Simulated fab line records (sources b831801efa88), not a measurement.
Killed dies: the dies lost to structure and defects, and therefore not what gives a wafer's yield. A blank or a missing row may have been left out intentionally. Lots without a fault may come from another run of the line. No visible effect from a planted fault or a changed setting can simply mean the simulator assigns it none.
fab line records	flow sky130	part 1 of 2: steps 1 to 43 of 44
record: lots: 6	wafers: 18	last-day: 50
route steps=708 shown VIA2@527 METAL3@532 CAPM@537 PAD_OPEN@708
lots that met no fault: taken from a fault-free run of the same line
start-h: hours from the record's opening day to when the first of the lot's shown wafers began	wait-h: time in hours since the lot's previous step	" identical to the entry in the row above	L1.1+2: a row that stands for several wafers	- no value present, or no start provided	* or withheld: withheld	< > ~ a bound
route shown NAME@n: a module of which the file shows steps, and the number in the route of the first	usual: average and standard deviation across the fault-free wafers	same: alike in all rows	chamber/n: place in a boat	sites: each site's reading	_std_site: standard deviation of those values	_edge_site: mean of outer sites minus mean of inner sites	radius-mm: for every site, how far away it sits from the centre of the wafer	mask NAME#n: copy n	behind: tool/chamber where the wafer was last shaped	hold: why the lot was held/for how many hours/how that ended	device: the n, p or np transistor that did not switch	end of line: the same wafers' tests at the end of the route	a step without rows: its recipe alone	killed: at the first sort, the dies lost to defects and structure; wafer yield is something else	map: dies across one wafer; x = killed, . = not, _ = none there
set.NAME: the setting as run; set.NAME@STEP: as run at that earlier step	model.NAME: the simulator's own value behind a step, which no gauge read
certain route steps with their lots: each step a table, each wafer a row
services: a tool's chamber out of use, with start hour (start-h, from the record's first day; less than 0 if before it), hours out, and reason
== steps ==
step: SKY_VIA2_SPUTTER_20
recipe: material: TiN	target-thk-nm: 20	chamber-pressure-pa: 5	power-w: 4000	time-s: 80
step: SKY_VIA2_CVD_21
recipe: material: W	target-thk-nm: 420	time-s: 126.4	temp-c: 400	pressure-torr: 40
usual: heater-power-w: 888/130
lot.wafer	tool	chamber	start-h	wait-h	heater-power-w	since-wet-clean-h
L539.1	cvd-w-01	1	873.24	0.0	1054	469
L539.5	"	0	"	"	745	-
L539.6	"	1	"	"	1069	-
L541.1	cvd-w-02	0	894.10	0.0	942	990
L541.2	"	1	"	"	800	990
L541.5	"	1	"	"	800	-
L550.2	cvd-w-01	1	951.05	0.0	1044	547
L550.3	"	1	"	"	1053	-
L550.5	"	1	"	"	1027	-
L552.3	cvd-w-01	1	963.98	0.1	1058	-
L552.4	"	0	"	"	744	-
L552.6	"	1	"	"	1058	-
L554.2	cvd-w-01	0	978.30	0.0	759	574
L554.3	"	1	"	"	1033	-
L554.6	"	1	"	"	1059	-
L557.2	cvd-w-01	0	998.77	0.0	756	595
L557.4	"	0	"	"	758	-
L557.5	"	1	"	"	1085	-
step: SKY_VIA2_RS_MEAS_22
recipe: thk-meas-gauge: four-point-probe	reads: W_of_VIA2_CVD_21+TiN_of_VIA2_SPUTTER_20
usual: VIA2_W_RS: 0.270/0.0049
lot.wafer	tool	chamber	start-h	wait-h	VIA2_W_RS[ohm/sq]
L539.1	film-metro-01	-	873.37	0.1	0.267
L539.5	"	-	"	"	0.271
L539.6	"	-	"	"	0.266
L541.1	film-metro-01	-	894.23	0.1	0.277
L541.2	"	-	"	"	0.268
L541.5	"	-	"	"	0.268
L550.2	film-metro-01	-	951.20	0.1	0.267
L550.3	"	-	"	"	0.269
L550.5	"	-	"	"	0.267
L552.3	film-metro-01	-	964.10	0.1	0.265
L552.4	"	-	"	"	0.269
L552.6	"	-	"	"	0.263
L554.2	film-metro-01	-	978.45	0.1	0.270
L554.3	"	-	"	"	0.266
L554.6	"	-	"	"	0.264
L557.2	film-metro-01	-	998.92	0.1	0.272
L557.4	"	-	"	"	0.271
L557.5	"	-	"	"	0.268
step: SKY_VIA2_THK_MEAS_23
recipe: thk-meas-gauge: xrf	reads: W_of_VIA2_CVD_21
usual: VIA2_W_THK: 435/7.6
lot.wafer	tool	chamber	start-h	wait-h	VIA2_W_THK[nm]
L539.1	film-metro-01	-	873.49	0.1	441
L539.5	"	-	"	"	436
L539.6	"	-	"	"	443
L541.1	film-metro-01	-	894.35	0.1	426
L541.2	"	-	"	"	436
L541.5	"	-	"	"	439
L550.2	film-metro-01	-	951.31	0.1	434
L550.3	"	-	"	"	436
L550.5	"	-	"	"	433
L552.3	film-metro-01	-	964.20	0.1	442
L552.4	"	-	"	"	436
L552.6	"	-	"	"	445
L554.2	film-metro-01	-	978.56	0.1	433
L554.3	"	-	"	"	441
L554.6	"	-	"	"	442
L557.2	film-metro-01	-	999.03	0.1	435
L557.4	"	-	"	"	430
L557.5	"	-	"	"	441
step: SKY_VIA2_CMP_24
recipe: stop-on: SiO2	t-overpolish-s: 20	down-force-psi: 3.5	platen-rpm: 60	target-thk-nm: 0	pad-velocity-m-s: 0.94248
step: SKY_METAL3_SPUTTER_00
recipe: material: Ti	target-thk-nm: 15	power-w: 3000	time-s: 10	chamber-pressure-pa: 0.4
step: SKY_METAL3_SPUTTER_01
recipe: material: TiN	target-thk-nm: 20	power-w: 6500	time-s: 16.7	chamber-pressure-pa: 0.4
step: SKY_METAL3_SPUTTER_02
recipe: material: AlCu	target-thk-nm: 735	power-w: 10600	time-s: 39.1	chamber-pressure-pa: 0.4
usual: throttle-valve-pct: 30.2/0.74
lot.wafer	tool	chamber	start-h	wait-h	throttle-valve-pct
L539.1	pvd-sputter-03	-	873.90	0.0	30.3
L539.5	"	-	"	"	29.6
L539.6	"	-	"	"	30.2
L541.1	pvd-sputter-01	-	894.76	0.0	29.4
L541.2	"	-	"	"	28.9
L541.5	"	-	"	"	28.4
L550.2	pvd-sputter-01	-	951.71	0.0	29.1
L550.3	"	-	"	"	30.9
L550.5	"	-	"	"	28.9
L552.3	pvd-sputter-04	-	964.59	0.0	31.0
L552.4	"	-	"	"	30.9
L552.6	"	-	"	"	30.0
L554.2	pvd-sputter-03	-	978.96	0.0	29.6
L554.3	"	-	"	"	29.6
L554.6	"	-	"	"	29.3
L557.2	pvd-sputter-01	-	999.43	0.0	28.8
L557.4	"	-	"	"	29.3
L557.5	"	-	"	"	29.3
step: SKY_METAL3_SPUTTER_03
recipe: material: Ti	target-thk-nm: 5	power-w: 3000	time-s: 3.3	chamber-pressure-pa: 0.4
usual: throttle-valve-pct: 30.2/0.79
lot.wafer	tool	chamber	start-h	wait-h	throttle-valve-pct
L539.1	pvd-sputter-03	-	873.93	0.0	30.0
L539.5	"	-	"	"	29.5
L539.6	"	-	"	"	30.0
L541.1	pvd-sputter-01	-	894.80	0.0	29.2
L541.2	"	-	"	"	28.5
L541.5	"	-	"	"	28.7
L550.2	pvd-sputter-01	-	951.75	0.0	29.2
L550.3	"	-	"	"	30.9
L550.5	"	-	"	"	28.5
L552.3	pvd-sputter-04	-	964.63	0.0	31.0
L552.4	"	-	"	"	30.8
L552.6	"	-	"	"	29.9
L554.2	pvd-sputter-03	-	979.00	0.0	29.7
L554.3	"	-	"	"	29.5
L554.6	"	-	"	"	29.8
L557.2	pvd-sputter-01	-	999.47	0.0	28.5
L557.4	"	-	"	"	29.0
L557.5	"	-	"	"	28.8
step: SKY_METAL3_SPUTTER_04
recipe: material: TiN	target-thk-nm: 70	power-w: 6500	time-s: 58.3	chamber-pressure-pa: 0.4
step: SKY_CAPM_CVD_00
recipe: material: SiO2	target-thk-nm: 15.5	temp-c: 400	time-s: withheld	rf-w: 450
usual: heater-power-w: 671/130
lot.wafer	tool	chamber	start-h	wait-h	heater-power-w
L539.1	pecvd-04	1	874.00	0.0	601
L539.5	"	1	"	"	611
L539.6	"	2	"	"	717
L541.1	pecvd-02	2	894.88	0.0	552
L541.2	"	0	"	"	926
L541.5	"	0	"	"	937
L550.2	pecvd-04	2	951.82	0.0	688
L550.3	"	1	"	"	623
L550.5	"	0	"	"	688
L552.3	pecvd-02	1	964.70	0.0	691
L552.4	"	0	"	"	835
L552.6	"	2	"	"	527
L554.2	pecvd-02	2	979.07	0.0	510
L554.3	"	1	"	"	626
L554.6	"	0	"	"	895
L557.2	pecvd-01	2	999.53	0.0	774
L557.4	"	0	"	"	535
L557.5	"	1	"	"	716
step: SKY_CAPM_THK_MEAS_01
recipe: reads: SiO2_of_CAPM_CVD_00
usual: CAPM_CVD_00_THK: 15.53/0.27
lot.wafer	tool	chamber	start-h	wait-h	CAPM_CVD_00_THK[nm]
L539.1	film-metro-04	-	874.03	-	14.99
L539.5	"	-	"	"	14.93
L539.6	"	-	"	"	15.48
L541.1	film-metro-02	-	894.90	-	15.56
L541.2	"	-	"	"	15.53
L541.5	"	-	"	"	15.94
L550.2	film-metro-04	-	951.85	-	15.14
L550.3	"	-	"	"	15.36
L550.5	"	-	"	"	15.17
L552.3	film-metro-02	-	964.74	-	15.60
L552.4	"	-	"	"	15.99
L552.6	"	-	"	"	15.70
L554.2	film-metro-04	-	979.10	-	15.29
L554.3	"	-	"	"	15.62
L554.6	"	-	"	"	15.65
L557.2	film-metro-01	-	999.56	-	15.23
L557.4	"	-	"	"	15.53
L557.5	"	-	"	"	15.63
step: SKY_CAPM_SPUTTER_02
recipe: material: TiN	target-thk-nm: 200	temp-c: 300	power-w: 6500	time-s: 166.7	chamber-pressure-pa: 0.4
usual: substrate-temp-c: 299.97/0.21	throttle-valve-pct: 29.8/0.82
lot.wafer	tool	chamber	start-h	wait-h	substrate-temp-c	throttle-valve-pct	model.TiN_of_CAPM_SPUTTER_02.thk-nm
L539.1	pvd-sputter-04	-	874.09	0.1	300.18	31.1	199.5
L539.5	"	-	"	"	299.94	30.8	200.2
L539.6	"	-	"	"	300.25	31.2	197.4
L541.1	pvd-sputter-02	-	894.96	0.1	299.80	30.3	202
L541.2	"	-	"	"	299.83	29.0	204.7
L541.5	"	-	"	"	300.05	29.5	199.6
L550.2	pvd-sputter-02	-	951.90	0.0	300.14	28.6	206.5
L550.3	"	-	"	"	299.65	29.5	180.2
L550.5	"	-	"	"	300.06	28.7	205.4
L552.3	pvd-sputter-02	-	964.78	0.0	300.35	28.7	177.3
L552.4	"	-	"	"	300.30	29.1	198.1
L552.6	"	-	"	"	299.72	29.9	181.5
L554.2	pvd-sputter-04	-	979.15	0.0	299.88	30.8	200.6
L554.3	"	-	"	"	299.94	31.1	197.9
L554.6	"	-	"	"	299.99	30.8	200.7
L557.2	pvd-sputter-03	-	999.61	0.0	299.91	29.6	199.6
L557.4	"	-	"	"	300.12	30.0	195.9
L557.5	"	-	"	"	299.76	29.4	201.2
step: SKY_CAPM_RS_MEAS_03
recipe: thk-meas-gauge: four-point-probe	reads: TiN_of_CAPM_SPUTTER_02
usual: CAPM_TIN_RS: 6.92/0.098
lot.wafer	tool	chamber	start-h	wait-h	CAPM_TIN_RS[ohm/sq]
L539.1	film-metro-01	-	874.20	0.1	6.95
L539.5	"	-	"	"	6.92
L539.6	"	-	"	"	7.02
L541.1	film-metro-01	-	895.07	0.1	6.85
L541.2	"	-	"	"	6.77
L541.5	"	-	"	"	6.93
L550.2	film-metro-02	-	952.12	0.2	6.69
L550.3	"	-	"	"	7.71
L550.5	"	-	"	"	6.72
L552.3	film-metro-02	-	964.93	0.1	7.83
L552.4	"	-	"	"	6.98
L552.6	"	-	"	"	7.62
L554.2	film-metro-01	-	979.28	0.1	6.91
L554.3	"	-	"	"	7.01
L554.6	"	-	"	"	6.89
L557.2	film-metro-04	-	999.74	0.1	6.93
L557.4	"	-	"	"	7.06
L557.5	"	-	"	"	6.88
step: SKY_CAPM_THK_MEAS_04
recipe: thk-meas-gauge: xrf	reads: TiN_of_CAPM_SPUTTER_02
usual: CAPM_TIN_THK: 193.9/2.8
lot.wafer	tool	chamber	start-h	wait-h	CAPM_TIN_THK[nm]
L539.1	film-metro-01	-	874.32	0.1	194.0
L539.5	"	-	"	"	193.9
L539.6	"	-	"	"	192.3
L541.1	film-metro-01	-	895.19	0.1	196.1
L541.2	"	-	"	"	198.3
L541.5	"	-	"	"	194.3
L550.2	film-metro-02	-	952.23	0.1	200.6
L550.3	"	-	"	"	173.7
L550.5	"	-	"	"	199.2
L552.3	film-metro-02	-	965.03	0.1	171.6
L552.4	"	-	"	"	192.3
L552.6	"	-	"	"	176.2
L554.2	film-metro-01	-	979.39	0.1	195.1
L554.3	"	-	"	"	191.9
L554.6	"	-	"	"	194.8
L557.2	film-metro-04	-	999.85	0.1	194.2
L557.4	"	-	"	"	191.0
L557.5	"	-	"	"	196.5
step: SKY_CAPM_DEHYDRATE_05
recipe: temp-c: 200	time-s: 60
step: SKY_CAPM_HMDS_06
recipe: prime-time-s: 60	prime-temp-c: 120
step: SKY_CAPM_COAT_07
recipe: resist: NOVOLAK	spin-rpm: 3000	resist-thk-nm: 1140
step: SKY_CAPM_SOFTBAKE_08
recipe: temp-c: 90	time-s: 60	resist: NOVOLAK
step: SKY_CAPM_EXPOSE_09
recipe: mask-id: CAPM	na: 0.6	source-shape: conventional	sigma-outer: 0.6	polarization: unpolarized	target-cd-nm: 1000	dose-mj: 159
step: SKY_CAPM_PEB_10
recipe: temp-c: withheld	time-s: *	resist: NOVOLAK
step: SKY_CAPM_DEVELOP_11
recipe: resist: NOVOLAK	developer: TMAH	develop-time-s: 60	dev-temp-c: 23
step: SKY_CAPM_OVL_MEAS_12
usual: CAPM_OVL: -0.2/1.3
lot.wafer	tool	chamber	start-h	wait-h	CAPM_OVL[nm]
L539.1	overlay-01	-	899.81	0.1	-0.1
L539.5	"	-	"	"	0.3
L539.6	"	-	"	"	-0.2
L541.1	overlay-01	-	920.41	0.1	0.9
L541.2	"	-	"	"	-0.4
L541.5	"	-	"	"	-2.4
L550.2	overlay-01	-	975.50	0.1	1.6
L550.3	"	-	"	"	1.5
L550.5	"	-	"	"	1.3
L552.3	overlay-02	-	988.77	0.1	-1.6
L552.4	"	-	"	"	-2.7
L552.6	"	-	"	"	-0.4
L554.2	overlay-02	-	1001.25	0.1	0.0
L554.3	"	-	"	"	-1.6
L554.6	"	-	"	"	-0.2
L557.2	overlay-02	-	1022.70	0.1	-0.9
L557.4	"	-	"	"	-1.8
L557.5	"	-	"	"	-1.2
step: SKY_CAPM_METAL_ETCH_13
recipe: target-depth-nm: 220	stop-on: SiO2	chemistry: Cl2/BCl3	target: TiN	pressure-mtorr: 10	icp-w: 900	bias-w: 48.5	Cl2_flow_sccm: 60	bcl3-flow-sccm: 30	time-s: 62.9
usual: drypump-motor-current-A: 5.8/0.5	mfc-cl2-sccm: 60.01/0.18	oes-product-au: 0.941/0.0089	throttle-valve-pct: 21.902/0.011
lot.wafer	tool	chamber	start-h	wait-h	drypump-motor-current-A	mfc-cl2-sccm	oes-product-au	rf-hours-counter-h	throttle-valve-pct
L539.1	rie-metal-03	1	899.85	0.0	6.1	59.92	0.935	10	21.909
L539.5	"	1	"	"	6.0	59.77	0.943	-	21.894
L539.6	"	0	"	"	6.5	60.07	0.942	-	21.911
L541.1	rie-metal-01	1	920.45	0.0	5.0	60.20	0.944	13	21.894
L541.2	"	0	"	"	6.2	59.73	0.957	12	21.921
L541.5	"	1	"	"	5.0	60.11	0.942	-	21.899
L550.2	rie-metal-04	1	975.53	0.0	5.4	60.02	0.957	3	21.892
L550.3	"	1	"	"	5.5	59.94	0.881	-	21.934
L550.5	"	1	"	"	5.5	59.77	0.951	-	21.902
L552.3	rie-metal-03	1	988.82	0.0	6.0	59.95	0.875	-	21.954
L552.4	"	0	"	"	6.5	60.17	0.933	-	21.906
L552.6	"	1	"	"	6.0	60.09	0.890	-	21.932
L554.2	rie-metal-04	0	1001.28	0.0	5.5	59.77	0.941	7	21.901
L554.3	"	0	"	"	5.5	59.90	0.930	-	21.897
L554.6	"	1	"	"	5.5	59.91	0.944	-	21.908
L557.2	rie-metal-03	0	1022.73	0.0	6.5	59.77	0.942	11	21.893
L557.4	"	0	"	"	6.5	59.92	0.933	-	21.919
L557.5	"	0	"	"	6.5	60.17	0.952	-	21.901
step: SKY_CAPM_STRIP_14
recipe: chemistry: O2/N2	power-w: 1400	pressure-mtorr: 1500	platen-temp-c: withheld	o2-flow-sccm: 3000	n2-flow-sccm: 300	overash-fraction: 0.5
step: SKY_CAPM_STRIP_15
recipe: chemistry: post-etch-residue-remover	time-s: 1200	temp-c: 72.5
step: SKY_CAPM_CLEAN_16
recipe: chemistry: IPA	time-s: 180	temp-c: 25
step: SKY_CAPM_CLEAN_17
recipe: chemistry: O3/DIW	dry: n2-spin
step: SKY_METAL3_DEHYDRATE_05
recipe: temp-c: 200	time-s: 60
step: SKY_METAL3_HMDS_06
recipe: prime-time-s: 60	prime-temp-c: 120
step: SKY_METAL3_COAT_07
recipe: resist: BARC	temp-c: withheld	time-s: withheld	spin-rpm: 3000	resist-thk-nm: 60
step: SKY_METAL3_COAT_08
recipe: resist: KrF-thick	spin-rpm: 3000	resist-thk-nm: 1140
step: SKY_METAL3_SOFTBAKE_09
recipe: temp-c: 100	time-s: 90	resist: KrF-thick
step: SKY_METAL3_EXPOSE_10
recipe: mask-id: MM3	na: 0.68	source-shape: annular	sigma-inner: 0.4	sigma-outer: 0.8	target-cd-nm: 300	dose-mj: 28
step: SKY_METAL3_PEB_11
recipe: peb-temp-c: withheld	peb-time-s: withheld	resist: KrF-thick
step: SKY_METAL3_DEVELOP_12
recipe: develop-time-s: 60	resist: KrF-thick	dev-temp-c: 21
step: SKY_METAL3_CD_MEAS_13
recipe: target-cd-nm: 300
usual: cd-nm: 300.1/1.6
lot.wafer	tool	chamber	start-h	wait-h	cd-nm
L539.1	cd-sem-01	-	925.17	-	301.2
L539.5	"	-	"	"	300.0
L539.6	"	-	"	"	300.8
L541.1	cd-sem-02	-	945.38	-	300.4
L541.2	"	-	"	"	300.4
L541.5	"	-	"	"	298.7
L550.2	cd-sem-02	-	999.05	-	300.5
L550.3	"	-	"	"	298.8
L550.5	"	-	"	"	299.8
L552.3	cd-sem-01	-	1011.96	-	299.4
L552.4	"	-	"	"	298.2
L552.6	"	-	"	"	299.8
L554.2	cd-sem-01	-	1025.08	-	300.2
L554.3	"	-	"	"	300.0
L554.6	"	-	"	"	299.3
L557.2	cd-sem-02	-	1045.90	-	301.4
L557.4	"	-	"	"	301.3
L557.5	"	-	"	"	301.7
step: SKY_METAL3_OVL_MEAS_14
usual: METAL3_OVL: 1/5.1
lot.wafer	tool	chamber	start-h	wait-h	METAL3_OVL[nm]
L539.1	overlay-02	-	925.29	0.1	8
L539.5	"	-	"	"	-6
L539.6	"	-	"	"	7
L541.1	overlay-02	-	945.50	0.1	12
L541.2	"	-	"	"	-8
L541.5	"	-	"	"	5
L550.2	overlay-01	-	999.16	0.1	0
L550.3	"	-	"	"	12
L550.5	"	-	"	"	3
L552.3	overlay-01	-	1012.05	0.1	-1
L552.4	"	-	"	"	0
L552.6	"	-	"	"	6
L554.2	overlay-02	-	1025.19	0.1	5
L554.3	"	-	"	"	7
L554.6	"	-	"	"	-4
L557.2	overlay-01	-	1046.01	0.1	-2
L557.4	"	-	"	"	0
L557.5	"	-	"	"	-3
step: SKY_METAL3_DESCUM_15
recipe: chemistry: O2	source-power-w: 150	bias-power-w: 0	pressure-mtorr: 10	temp-c: 40	time-s: 8
step: SKY_METAL3_ETCH_16
recipe: chemistry: N2/H2	target: BARC	ion-energy-ev: 200	bias-w: 100	pressure-mtorr: 30	n2-flow-sccm: 100	h2-flow-sccm: 200	icp-w: 500	stop-on: SiO2	time-s: 88.2	target-depth-a: 600
step: SKY_METAL3_ETCH_17
recipe: target: SiO2	stop-on: TiN	chemistry: C4F8/O2/Ar	source-w: 1500	bias-w: 1200	pressure-mtorr: 40	c4f8-flow-sccm: withheld	O2_flow_sccm: 6	Ar_flow_sccm: 300	time-s: 3.9	target-depth-a: 150
usual: oes-product-au: 0.755/0.0073
lot.wafer	tool	chamber	start-h	wait-h	oes-product-au	rf-hours-counter-h
L539.1	rie-diel-03	1	925.46	0.1	0.749	20
L539.5	"	3	"	"	0.737	-
L539.6	"	0	"	"	0.758	-
L541.1	rie-diel-03	2	945.66	0.1	0.751	2
L541.2	"	0	"	"	0.756	8
L541.5	"	0	"	"	0.766	-
L550.2	rie-diel-01	3	999.32	0.1	0.752	10
L550.3	"	1	"	"	0.748	5
L550.5	"	2	"	"	0.748	-
L552.3	rie-diel-03	1	1012.21	0.0	0.753	22
L552.4	"	0	"	"	0.764	-
L552.6	"	1	"	"	0.760	-
L554.2	rie-diel-03	3	1025.35	0.1	0.743	19
L554.3	"	1	"	"	0.757	23
L554.6	"	1	"	"	0.762	-
L557.2	rie-diel-01	3	1046.17	0.1	0.748	12
L557.4	"	1	"	"	0.759	6
L557.5	"	1	"	"	0.755	-
step: SKY_METAL3_METAL_ETCH_18
recipe: target-depth-a: 8450	stop-on: SiO2	over-etch-frac: 0.3	time-s: 183.1	chemistry: Cl2/BCl3	resist-sidewall-deg: 88	pressure-mtorr: 10	icp-w: 900	bias-w: 48.5	Cl2_flow_sccm: 60	bcl3-flow-sccm: 30
step: SKY_METAL3_STRIP_20
recipe: chemistry: post-etch-residue-remover	time-s: 1200	temp-c: 72.5
lot.wafer	tool	chamber	start-h	wait-h	model.TiN_of_CAPM_SPUTTER_02.thk-nm
L539.1	wet-bench-02	1	925.75	0.1	198.6
L539.5	"	1	"	"	199.4
L539.6	"	1	"	"	196.6
L541.1	wet-bench-01	0	945.96	0.1	201.1
L541.2	"	0	"	"	203.8
L541.5	"	0	"	"	198.7
L550.2	wet-bench-03	0	999.79	0.1	205.7
L550.3	"	0	"	"	179.4
L550.5	"	0	"	"	204.6
L552.3	wet-bench-03	0	1012.50	0.0	176.5
L552.4	"	0	"	"	197.2
L552.6	"	0	"	"	180.7
L554.2	wet-bench-03	0	1025.68	0.1	199.7
L554.3	"	0	"	"	197
L554.6	"	0	"	"	199.9
L557.2	wet-bench-03	1	1046.46	0.1	198.8
L557.4	"	1	"	"	195.1
L557.5	"	1	"	"	200.4
== key ==
first-sign: step: SKY_CAPM_RS_MEAS_03	reading: CAPM_TIN_RS	direction: up	sigmas: 8.2	usual: 6.92	struck: 7.72
effect: step: SKY_CAPM_THK_MEAS_04	reading: CAPM_TIN_THK	direction: down	sigmas: 7.1	usual: 193.9	struck: 173.8
effect: step: SKY_CAPM_METAL_ETCH_13	reading: oes-product-au	direction: down	sigmas: 6.6	usual: 0.941	struck: 0.882
model-effect: step: SKY_CAPM_SPUTTER_02	value: TiN_of_CAPM_SPUTTER_02.thk-nm	without: 198.1	struck: 179.7
model-effect: step: SKY_METAL3_STRIP_20	value: TiN_of_CAPM_SPUTTER_02.thk-nm	without: 197.3	struck: 178.8
model-effect: step: SKY_PAD_OPEN_PROBE_99	value: etest.cap-mim.plate-ohm-sq	without: 6.072	struck: 6.694
met-at SKY_CAPM_SPUTTER_02
struck-wafers L550.3,L552.3,L552.6
onset-between 894.96 951.90
fault: kind: process-parameter-drift	tool: pvd-sputter-02	chamber: -	onset-h: 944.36	steps: SKY_CAPM_SPUTTER_02	channel: time-s	offset: *	shape: step	end-h: 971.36	scope: struck-wafers-only	acts-in: *	stated: *
